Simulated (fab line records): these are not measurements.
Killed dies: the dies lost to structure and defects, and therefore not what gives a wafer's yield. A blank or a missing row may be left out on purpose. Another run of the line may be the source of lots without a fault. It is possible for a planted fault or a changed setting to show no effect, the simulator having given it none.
Which tool is to blame? / flow sky130 / Sampling: 24 lots, 72 wafers, 6 of 708 route steps

WHAT EACH GAUGE READ, for each wafer
SKY_VT_ADJUST_HVTP_OVL_MEAS_08. Usual: for VT_ADJUST_HVTP_OVL the level is 0.5 nm and the standard deviation is 1.2.
lot=L074; measured=day 6 04:57; on=overlay-02; VT_ADJUST_HVTP_OVL (nm)=1.4 1.1 3.1; flag=
lot=L075; measured=day 6 09:39; on=overlay-02; VT_ADJUST_HVTP_OVL (nm)=0.5 1.6 0.1; flag=
lot=L076; measured=day 6 15:37; on=overlay-01; VT_ADJUST_HVTP_OVL (nm)=1.0 1.3 1.8; flag=
lot=L077; measured=day 6 19:16; on=overlay-01; VT_ADJUST_HVTP_OVL (nm)=0.1 2.0 1.0; flag=
lot=L079; measured=day 7 05:16; on=overlay-02; VT_ADJUST_HVTP_OVL (nm)=1.1 2.5 -0.1; flag=
lot=L078; measured=day 7 07:49; on=overlay-01; VT_ADJUST_HVTP_OVL (nm)=2.3 -0.1 1.7; flag=
lot=L080; measured=day 7 16:15; on=overlay-02; VT_ADJUST_HVTP_OVL (nm)=3.1 3.1 1.1; flag=
lot=L081; measured=day 7 23:01; on=overlay-01; VT_ADJUST_HVTP_OVL (nm)=-0.2 -1.1 0.5; flag=
lot=L082; measured=day 8 07:04; on=overlay-02; VT_ADJUST_HVTP_OVL (nm)=0.7 0.4 0.7; flag=
lot=L083; measured=day 8 13:25; on=overlay-02; VT_ADJUST_HVTP_OVL (nm)=-0.7 -1.6 0.1; flag=
lot=L084; measured=day 9 02:55; on=overlay-02; VT_ADJUST_HVTP_OVL (nm)=2.2 2.2 2.0; flag=
lot=L085; measured=day 9 11:10; on=overlay-01; VT_ADJUST_HVTP_OVL (nm)=0.1 -0.7 -0.1; flag=
lot=L086; measured=day 9 11:24; on=overlay-02; VT_ADJUST_HVTP_OVL (nm)=0.3 -1.0 0.4; flag=
lot=L087; measured=day 9 15:19; on=overlay-01; VT_ADJUST_HVTP_OVL (nm)=-0.7 0.5 0.1; flag=
lot=L088; measured=day 10 00:16; on=overlay-01; VT_ADJUST_HVTP_OVL (nm)=-1.3 -0.1 0.7; flag=
lot=L089; measured=day 10 04:21; on=overlay-01; VT_ADJUST_HVTP_OVL (nm)=-2.5 0.7 0.7; flag=
lot=L090; measured=day 10 10:21; on=overlay-02; VT_ADJUST_HVTP_OVL (nm)=0.1 -1.4 -0.5; flag=
lot=L091; measured=day 10 15:04; on=overlay-01; VT_ADJUST_HVTP_OVL (nm)=-0.3 0.1 1.9; flag=
lot=L092; measured=day 10 18:10; on=overlay-01; VT_ADJUST_HVTP_OVL (nm)=-0.2 0.1 -0.8; flag=
lot=L093; measured=day 11 01:33; on=overlay-02; VT_ADJUST_HVTP_OVL (nm)=2.0 1.4 0.8; flag=
lot=L094; measured=day 11 08:01; on=overlay-01; VT_ADJUST_HVTP_OVL (nm)=-0.9 -0.5 -0.8; flag=
lot=L095; measured=day 11 16:28; on=overlay-01; VT_ADJUST_HVTP_OVL (nm)=-0.1 0.8 0.7; flag=
lot=L096; measured=day 11 22:43; on=overlay-01; VT_ADJUST_HVTP_OVL (nm)=-0.4 1.3 1.3; flag=
lot=L097; measured=day 12 03:27; on=overlay-02; VT_ADJUST_HVTP_OVL (nm)=1.6 0.3 -1.5; flag=

SKY_CONTACT_RS_MEAS_25: uses a four-point probe to measure. Usual: for CONTACT_W_RS the level is 0.341 ohm/sq and the standard deviation is 0.004.
lot=L074; measured=day 32 21:03; on=film-metro-01; CONTACT_W_RS (ohm/sq)=0.339 0.339 0.333; flag=
lot=L075; measured=day 32 19:48; on=film-metro-02; CONTACT_W_RS (ohm/sq)=0.345 0.341 0.342; flag=
lot=L076; measured=day 32 21:50; on=film-metro-01; CONTACT_W_RS (ohm/sq)=0.338 0.340 0.341; flag=
lot=L077; measured=day 32 21:30; on=film-metro-02; CONTACT_W_RS (ohm/sq)=0.337 0.337 0.338; flag=
lot=L079; measured=day 32 21:15; on=film-metro-04; CONTACT_W_RS (ohm/sq)=0.340 0.344 0.341; flag=
lot=L078; measured=day 32 22:09; on=film-metro-02; CONTACT_W_RS (ohm/sq)=0.334 0.339 0.336; flag=
lot=L080; measured=day 32 22:09; on=film-metro-01; CONTACT_W_RS (ohm/sq)=0.343 0.347 0.341; flag=
lot=L081; measured=day 33 01:54; on=film-metro-01; CONTACT_W_RS (ohm/sq)=0.347 0.344 0.343; flag=
lot=L082; measured=day 34 05:23; on=film-metro-04; CONTACT_W_RS (ohm/sq)=0.342 0.340 0.335; flag=
lot=L083; measured=day 34 07:20; on=film-metro-04; CONTACT_W_RS (ohm/sq)=0.339 0.343 0.341; flag=
lot=L084; measured=day 34 14:24; on=film-metro-04; CONTACT_W_RS (ohm/sq)=0.338 0.341 0.337; flag=
lot=L085; measured=day 39 07:53; on=film-metro-01; CONTACT_W_RS (ohm/sq)=0.341 0.337 0.343; flag=
lot=L086; measured=day 39 04:30; on=film-metro-01; CONTACT_W_RS (ohm/sq)=0.330 0.333 0.330; flag=
lot=L087; measured=day 39 06:46; on=film-metro-04; CONTACT_W_RS (ohm/sq)=0.346 0.340 0.348; flag=
lot=L088; measured=day 39 07:47; on=film-metro-02; CONTACT_W_RS (ohm/sq)=0.340 0.346 0.345; flag=
lot=L089; measured=day 39 06:38; on=film-metro-01; CONTACT_W_RS (ohm/sq)=0.340 0.340 0.341; flag=
lot=L090; measured=day 39 10:33; on=film-metro-01; CONTACT_W_RS (ohm/sq)=0.340 0.346 0.347; flag=
lot=L091; measured=day 39 08:34; on=film-metro-02; CONTACT_W_RS (ohm/sq)=0.338 0.341 0.345; flag=
lot=L092; measured=day 39 13:46; on=film-metro-01; CONTACT_W_RS (ohm/sq)=0.336 0.338 0.340; flag=
lot=L093; measured=day 39 07:29; on=film-metro-04; CONTACT_W_RS (ohm/sq)=0.339 0.341 0.338; flag=
lot=L094; measured=day 39 10:45; on=film-metro-01; CONTACT_W_RS (ohm/sq)=0.338 0.339 0.344; flag=
lot=L095; measured=day 39 08:14; on=film-metro-02; CONTACT_W_RS (ohm/sq)=0.343 0.341 0.340; flag=
lot=L096; measured=day 39 12:02; on=film-metro-02; CONTACT_W_RS (ohm/sq)=0.351 0.344 0.342; flag=
lot=L097; measured=day 39 12:20; on=film-metro-01; CONTACT_W_RS (ohm/sq)=0.342 0.336 0.344; flag=

SKY_METAL2_RS_MEAS_05: uses a four-point probe to measure. Usual: for METAL2_ALCU_RS the level is 0.1268 ohm/sq and the standard deviation is 0.0013.
lot=L074; measured=day 35 04:41; on=film-metro-03; METAL2_ALCU_RS (ohm/sq)=0.1297 0.1300 0.1303; flag=
lot=L075; measured=day 35 03:24; on=film-metro-03; METAL2_ALCU_RS (ohm/sq)=0.1276 0.1285 0.1288; flag=
lot=L076; measured=day 35 05:58; on=film-metro-03; METAL2_ALCU_RS (ohm/sq)=0.1260 0.1272 0.1271; flag=
lot=L077; measured=day 35 04:50; on=film-metro-01; METAL2_ALCU_RS (ohm/sq)=0.1264 0.1267 0.1265; flag=
lot=L079; measured=day 35 04:26; on=film-metro-02; METAL2_ALCU_RS (ohm/sq)=0.1272 0.1264 0.1275; flag=
lot=L078; measured=day 35 05:48; on=film-metro-02; METAL2_ALCU_RS (ohm/sq)=0.1281 0.1285 0.1287; flag=
lot=L080; measured=day 35 06:35; on=film-metro-03; METAL2_ALCU_RS (ohm/sq)=0.1274 0.1269 0.1271; flag=
lot=L081; measured=day 35 09:14; on=film-metro-03; METAL2_ALCU_RS (ohm/sq)=0.1276 0.1281 0.1269; flag=
lot=L082; measured=day 36 13:04; on=film-metro-02; METAL2_ALCU_RS (ohm/sq)=0.1269 0.1278 0.1261; flag=
lot=L083; measured=day 36 15:06; on=film-metro-03; METAL2_ALCU_RS (ohm/sq)=0.1260 0.1251 0.1260; flag=
lot=L084; measured=day 36 21:18; on=film-metro-01; METAL2_ALCU_RS (ohm/sq)=0.1263 0.1254 0.1249; flag=
lot=L085; measured=day 41 12:19; on=film-metro-01; METAL2_ALCU_RS (ohm/sq)=0.1253 0.1249 0.1258; flag=
lot=L086; measured=day 41 07:20; on=film-metro-01; METAL2_ALCU_RS (ohm/sq)=0.1266 0.1269 0.1276; flag=
lot=L087; measured=day 41 10:25; on=film-metro-02; METAL2_ALCU_RS (ohm/sq)=0.1260 0.1260 0.1253; flag=
lot=L088; measured=day 41 11:59; on=film-metro-02; METAL2_ALCU_RS (ohm/sq)=0.1266 0.1265 0.1274; flag=
lot=L089; measured=day 41 10:08; on=film-metro-03; METAL2_ALCU_RS (ohm/sq)=0.1254 0.1277 0.1264; flag=
lot=L090; measured=day 41 15:07; on=film-metro-01; METAL2_ALCU_RS (ohm/sq)=0.1249 0.1251 0.1288; flag=
lot=L091; measured=day 41 13:40; on=film-metro-03; METAL2_ALCU_RS (ohm/sq)=0.1248 0.1254 0.1246; flag=
lot=L092; measured=day 41 17:57; on=film-metro-02; METAL2_ALCU_RS (ohm/sq)=0.1258 0.1281 0.1283; flag=
lot=L093; measured=day 41 11:36; on=film-metro-01; METAL2_ALCU_RS (ohm/sq)=0.1258 0.1265 0.1264; flag=
lot=L094; measured=day 41 15:14; on=film-metro-03; METAL2_ALCU_RS (ohm/sq)=0.1299 0.1260 0.1282; flag=
lot=L095; measured=day 41 13:13; on=film-metro-01; METAL2_ALCU_RS (ohm/sq)=0.1268 0.1261 0.1279; flag=
lot=L096; measured=day 41 16:16; on=film-metro-03; METAL2_ALCU_RS (ohm/sq)=0.1249 0.1261 0.1282; flag=
lot=L097; measured=day 41 16:52; on=film-metro-03; METAL2_ALCU_RS (ohm/sq)=0.1254 0.1264 0.1259; flag=

SKY_VIA3_THK_MEAS_01. Usual: for VIA3_HDPCVD_THK the level is 1635 nm and the standard deviation is 18.
lot=L074; measured=day 39 14:05; on=film-metro-03; VIA3_HDPCVD_THK (nm)=1661 1648 1658; flag=
lot=L075; measured=day 39 12:37; on=film-metro-04; VIA3_HDPCVD_THK (nm)=1604 1632 1601; flag=
lot=L076; measured=day 39 16:04; on=film-metro-04; VIA3_HDPCVD_THK (nm)=1631 1619 1643; flag=
lot=L077; measured=day 39 15:05; on=film-metro-04; VIA3_HDPCVD_THK (nm)=1624 1643 1603; flag=
lot=L079; measured=day 39 13:47; on=film-metro-03; VIA3_HDPCVD_THK (nm)=1649 1624 1631; flag=
lot=L078; measured=day 39 15:23; on=film-metro-03; VIA3_HDPCVD_THK (nm)=1666 1649 1631; flag=
lot=L080; measured=day 39 16:17; on=film-metro-04; VIA3_HDPCVD_THK (nm)=1648 1629 1645; flag=
lot=L081; measured=day 39 17:48; on=film-metro-04; VIA3_HDPCVD_THK (nm)=1641 1627 1666; flag=
lot=L082; measured=day 40 20:08; on=film-metro-04; VIA3_HDPCVD_THK (nm)=1616 1632 1631; flag=
lot=L083; measured=day 40 21:13; on=film-metro-02; VIA3_HDPCVD_THK (nm)=1621 1625 1641; flag=
lot=L084; measured=day 41 02:45; on=film-metro-04; VIA3_HDPCVD_THK (nm)=1666 1643 1633; flag=
lot=L085; measured=day 45 11:17; on=film-metro-03; VIA3_HDPCVD_THK (nm)=1602 1620 1589; flag=
lot=L086; measured=day 45 05:59; on=film-metro-03; VIA3_HDPCVD_THK (nm)=1649 1631 1640; flag=
lot=L087; measured=day 45 09:49; on=film-metro-03; VIA3_HDPCVD_THK (nm)=1633 1627 1614; flag=
lot=L088; measured=day 45 10:00; on=film-metro-04; VIA3_HDPCVD_THK (nm)=1642 1646 1615; flag=
lot=L089; measured=day 45 09:38; on=film-metro-02; VIA3_HDPCVD_THK (nm)=1630 1676 1661; flag=
lot=L090; measured=day 45 17:07; on=film-metro-03; VIA3_HDPCVD_THK (nm)=1655 1649 1630; flag=
lot=L091; measured=day 45 15:19; on=film-metro-04; VIA3_HDPCVD_THK (nm)=1643 1639 1599; flag=
lot=L092; measured=day 45 21:43; on=film-metro-03; VIA3_HDPCVD_THK (nm)=1645 1620 1632; flag=
lot=L093; measured=day 45 10:11; on=film-metro-02; VIA3_HDPCVD_THK (nm)=1634 1628 1640; flag=
lot=L094; measured=day 45 17:35; on=film-metro-04; VIA3_HDPCVD_THK (nm)=1632 1656 1665; flag=
lot=L095; measured=day 45 12:28; on=film-metro-04; VIA3_HDPCVD_THK (nm)=1630 1682 1648; flag=
lot=L096; measured=day 45 19:02; on=film-metro-04; VIA3_HDPCVD_THK (nm)=1643 1641 1678; flag=
lot=L097; measured=day 45 19:20; on=film-metro-02; VIA3_HDPCVD_THK (nm)=1649 1594 1622; flag=

SKY_METAL5_THK_MEAS_06: measures by xrf. Usual: for METAL5_ALCU_THK the level is 1158 nm and the standard deviation is 16.
lot=L074; measured=day 43 20:31; on=film-metro-01; METAL5_ALCU_THK (nm)=1181 1180 1180; flag=
lot=L075; measured=day 43 18:31; on=film-metro-01; METAL5_ALCU_THK (nm)=1174 1179 1167; flag=
lot=L076; measured=day 43 22:49; on=film-metro-03; METAL5_ALCU_THK (nm)=1178 1159 1168; flag=
lot=L077; measured=day 43 20:43; on=film-metro-04; METAL5_ALCU_THK (nm)=1153 1153 1159; flag=
lot=L079; measured=day 43 20:24; on=film-metro-03; METAL5_ALCU_THK (nm)=1126 1138 1128; flag=
lot=L078; measured=day 43 21:20; on=film-metro-04; METAL5_ALCU_THK (nm)=1141 1155 1132; flag=
lot=L080; measured=day 43 22:56; on=film-metro-01; METAL5_ALCU_THK (nm)=1165 1157 1161; flag=
lot=L081; measured=day 43 23:31; on=film-metro-04; METAL5_ALCU_THK (nm)=1170 1176 1164; flag=
lot=L082; measured=day 44 23:17; on=film-metro-01; METAL5_ALCU_THK (nm)=1159 1155 1158; flag=
lot=L083; measured=day 45 00:04; on=film-metro-01; METAL5_ALCU_THK (nm)=1179 1165 1175; flag=
lot=L084; measured=day 45 03:15; on=film-metro-03; METAL5_ALCU_THK (nm)=1142 1158 1166; flag=
lot=L085; measured=day 49 01:14; on=film-metro-04; METAL5_ALCU_THK (nm)=1130 1158 1152; flag=
lot=L086; measured=day 48 23:55; on=film-metro-03; METAL5_ALCU_THK (nm)=1150 1134 1171; flag=
lot=L087; measured=day 49 00:32; on=film-metro-03; METAL5_ALCU_THK (nm)=1138 1138 1134; flag=
lot=L088; measured=day 49 00:51; on=film-metro-01; METAL5_ALCU_THK (nm)=1192 1180 1187; flag=
lot=L089; measured=day 49 00:16; on=film-metro-01; METAL5_ALCU_THK (nm)=1187 1184 1186; flag=
lot=L090; measured=day 49 05:58; on=film-metro-03; METAL5_ALCU_THK (nm)=1155 1150 1150; flag=
lot=L091; measured=day 49 05:41; on=film-metro-01; METAL5_ALCU_THK (nm)=1180 1162 1174; flag=
lot=L092; measured=day 49 12:32; on=film-metro-01; METAL5_ALCU_THK (nm)=1175 1160 1162; flag=
lot=L093; measured=day 49 01:07; on=film-metro-03; METAL5_ALCU_THK (nm)=1144 1149 1137; flag=
lot=L094; measured=day 49 08:11; on=film-metro-03; METAL5_ALCU_THK (nm)=1144 1154 1140; flag=
lot=L095; measured=day 49 02:34; on=film-metro-01; METAL5_ALCU_THK (nm)=1166 1156 1162; flag=
lot=L096; measured=day 49 10:23; on=film-metro-03; METAL5_ALCU_THK (nm)=1157 1164 1155; flag=
lot=L097; measured=day 49 10:37; on=film-metro-01; METAL5_ALCU_THK (nm)=1143 1129 1138; flag=

TOOL THAT RAN EACH LOT (tool first, then ch and the chambers of the sampled wafers, then the start)
lot=L074; SKY_LDD_HVN_STRIP_09=plasma-asher-04 ch 0,1, day 20 09:49
lot=L075; SKY_LDD_HVN_STRIP_09=plasma-asher-01 ch 0,1, day 20 21:13
lot=L076; SKY_LDD_HVN_STRIP_09=plasma-asher-04 ch 0,1, day 21 08:13
lot=L077; SKY_LDD_HVN_STRIP_09=plasma-asher-01 ch 0,1, day 21 07:57
lot=L079; SKY_LDD_HVN_STRIP_09=plasma-asher-02 ch 0,1, day 21 16:04
lot=L078; SKY_LDD_HVN_STRIP_09=plasma-asher-02 ch 0,1, day 22 00:15
lot=L080; SKY_LDD_HVN_STRIP_09=plasma-asher-04 ch 0,1, day 22 10:07
lot=L081; SKY_LDD_HVN_STRIP_09=plasma-asher-02 ch 1, day 22 19:58
lot=L082; SKY_LDD_HVN_STRIP_09=plasma-asher-04 ch 0,1, day 23 13:52
lot=L083; SKY_LDD_HVN_STRIP_09=plasma-asher-01 ch 0,1, day 23 14:16
lot=L084; SKY_LDD_HVN_STRIP_09=plasma-asher-02 ch 0,1, day 23 23:21
lot=L085; SKY_LDD_HVN_STRIP_09=plasma-asher-02 ch 0,1, day 29 03:31
lot=L086; SKY_LDD_HVN_STRIP_09=plasma-asher-04 ch 0,1, day 29 01:13
lot=L087; SKY_LDD_HVN_STRIP_09=plasma-asher-04 ch 0,1, day 29 00:31
lot=L088; SKY_LDD_HVN_STRIP_09=plasma-asher-04 ch 0,1, day 29 02:27
lot=L089; SKY_LDD_HVN_STRIP_09=plasma-asher-01 ch 0,1, day 29 00:52
lot=L090; SKY_LDD_HVN_STRIP_09=plasma-asher-02 ch 0,1, day 29 04:49
lot=L091; SKY_LDD_HVN_STRIP_09=plasma-asher-04 ch 0,1, day 29 05:06
lot=L092; SKY_LDD_HVN_STRIP_09=plasma-asher-04 ch 0,1, day 29 09:51
lot=L093; SKY_LDD_HVN_STRIP_09=plasma-asher-01 ch 0,1, day 29 01:46
lot=L094; SKY_LDD_HVN_STRIP_09=plasma-asher-02 ch 0,1, day 29 05:43
lot=L095; SKY_LDD_HVN_STRIP_09=plasma-asher-01 ch 0,1, day 29 03:58
lot=L096; SKY_LDD_HVN_STRIP_09=plasma-asher-04 ch 0,1, day 29 05:43
lot=L097; SKY_LDD_HVN_STRIP_09=plasma-asher-01 ch 0,1, day 29 06:01
- SKY_LDD_HVN_STRIP_09: strips in O2/N2.

WHAT THE TOOLS THEMSELVES READ (means of the sampled wafers that have a number; where no wafer has one, the mark that the record gives instead)
SKY_LDD_HVN_STRIP_09. Usual: chamber-pressure-mTorr 1500.0 mTorr, standard deviation 1.5; drypump-motor-current-A 5.5 A, standard deviation 0.37; oes-product-au 0.408 a.u., standard deviation 0.0042; strip-time-to-endpoint-s 4.133 s, standard deviation 0.015.
lot=L074; tool=plasma-asher-04; chamber-pressure-mTorr (mTorr)=1500.7; drypump-motor-current-A (A)=5.7; oes-product-au (a.u.)=0.402; strip-time-to-endpoint-s (s)=4.119; flag=
lot=L075; tool=plasma-asher-01; chamber-pressure-mTorr (mTorr)=1498.9; drypump-motor-current-A (A)=5.5; oes-product-au (a.u.)=0.408; strip-time-to-endpoint-s (s)=4.118; flag=
lot=L076; tool=plasma-asher-04; chamber-pressure-mTorr (mTorr)=1500.7; drypump-motor-current-A (A)=5.7; oes-product-au (a.u.)=0.412; strip-time-to-endpoint-s (s)=4.126; flag=
lot=L077; tool=plasma-asher-01; chamber-pressure-mTorr (mTorr)=1499.9; drypump-motor-current-A (A)=5.1; oes-product-au (a.u.)=0.407; strip-time-to-endpoint-s (s)=4.124; flag=
lot=L079; tool=plasma-asher-02; chamber-pressure-mTorr (mTorr)=1498.1; drypump-motor-current-A (A)=5.5; oes-product-au (a.u.)=0.406; strip-time-to-endpoint-s (s)=4.111; flag=
lot=L078; tool=plasma-asher-02; chamber-pressure-mTorr (mTorr)=1501.1; drypump-motor-current-A (A)=5.4; oes-product-au (a.u.)=0.410; strip-time-to-endpoint-s (s)=4.129; flag=
lot=L080; tool=plasma-asher-04; chamber-pressure-mTorr (mTorr)=1499.9; drypump-motor-current-A (A)=5.7; oes-product-au (a.u.)=0.410; strip-time-to-endpoint-s (s)=4.144; flag=
lot=L081; tool=plasma-asher-02; chamber-pressure-mTorr (mTorr)=1500.2; drypump-motor-current-A (A)=5.3; oes-product-au (a.u.)=0.408; strip-time-to-endpoint-s (s)=4.133; flag=
lot=L082; tool=plasma-asher-04; chamber-pressure-mTorr (mTorr)=1499.6; drypump-motor-current-A (A)=5.6; oes-product-au (a.u.)=0.403; strip-time-to-endpoint-s (s)=4.127; flag=
lot=L083; tool=plasma-asher-01; chamber-pressure-mTorr (mTorr)=1499.1; drypump-motor-current-A (A)=5.5; oes-product-au (a.u.)=0.409; strip-time-to-endpoint-s (s)=4.127; flag=
lot=L084; tool=plasma-asher-02; chamber-pressure-mTorr (mTorr)=1500.9; drypump-motor-current-A (A)=5.5; oes-product-au (a.u.)=0.410; strip-time-to-endpoint-s (s)=4.125; flag=
lot=L085; tool=plasma-asher-02; chamber-pressure-mTorr (mTorr)=1500.5; drypump-motor-current-A (A)=5.5; oes-product-au (a.u.)=0.407; strip-time-to-endpoint-s (s)=4.146; flag=
lot=L086; tool=plasma-asher-04; chamber-pressure-mTorr (mTorr)=1500.6; drypump-motor-current-A (A)=5.7; oes-product-au (a.u.)=0.409; strip-time-to-endpoint-s (s)=4.133; flag=
lot=L087; tool=plasma-asher-04; chamber-pressure-mTorr (mTorr)=1499.7; drypump-motor-current-A (A)=5.7; oes-product-au (a.u.)=0.412; strip-time-to-endpoint-s (s)=4.144; flag=
lot=L088; tool=plasma-asher-04; chamber-pressure-mTorr (mTorr)=1500.5; drypump-motor-current-A (A)=5.7; oes-product-au (a.u.)=0.408; strip-time-to-endpoint-s (s)=4.151; flag=
lot=L089; tool=plasma-asher-01; chamber-pressure-mTorr (mTorr)=1500.9; drypump-motor-current-A (A)=5.2; oes-product-au (a.u.)=0.409; strip-time-to-endpoint-s (s)=4.136; flag=
lot=L090; tool=plasma-asher-02; chamber-pressure-mTorr (mTorr)=1498.7; drypump-motor-current-A (A)=5.4; oes-product-au (a.u.)=0.408; strip-time-to-endpoint-s (s)=4.122; flag=
lot=L091; tool=plasma-asher-04; chamber-pressure-mTorr (mTorr)=1499.9; drypump-motor-current-A (A)=5.7; oes-product-au (a.u.)=0.406; strip-time-to-endpoint-s (s)=4.143; flag=
lot=L092; tool=plasma-asher-04; chamber-pressure-mTorr (mTorr)=1497.9; drypump-motor-current-A (A)=5.7; oes-product-au (a.u.)=0.410; strip-time-to-endpoint-s (s)=4.154; flag=
lot=L093; tool=plasma-asher-01; chamber-pressure-mTorr (mTorr)=1499.5; drypump-motor-current-A (A)=5.1; oes-product-au (a.u.)=0.411; strip-time-to-endpoint-s (s)=4.131; flag=
lot=L094; tool=plasma-asher-02; chamber-pressure-mTorr (mTorr)=1501.1; drypump-motor-current-A (A)=5.4; oes-product-au (a.u.)=0.404; strip-time-to-endpoint-s (s)=4.127; flag=
lot=L095; tool=plasma-asher-01; chamber-pressure-mTorr (mTorr)=1498.7; drypump-motor-current-A (A)=5.1; oes-product-au (a.u.)=0.406; strip-time-to-endpoint-s (s)=4.119; flag=
lot=L096; tool=plasma-asher-04; chamber-pressure-mTorr (mTorr)=1500.0; drypump-motor-current-A (A)=5.7; oes-product-au (a.u.)=0.407; strip-time-to-endpoint-s (s)=4.143; flag=
lot=L097; tool=plasma-asher-01; chamber-pressure-mTorr (mTorr)=1499.0; drypump-motor-current-A (A)=5.1; oes-product-au (a.u.)=0.409; strip-time-to-endpoint-s (s)=4.125; flag=

THE ANSWER, worked out from the rows above alone
Rule: lot off if the mean of its wafers having a number is beyond 3 standard deviations from the usual mean. Also off: a lot with no number at a reading for which 4 or more lots have one. Where the step has rows for the other lots, those lots are counted as sound. The gauges are gone through in route order, then the tools' own readings, and for those a lot's mean is taken as printed above. At the first step where some lot is off, the reading lying furthest off is the one used; lots without a number count as furthest.
No lot is off on any of the readings shown, so nothing can be concluded from this.

WHAT THE SIMULATOR HAD PUT IN
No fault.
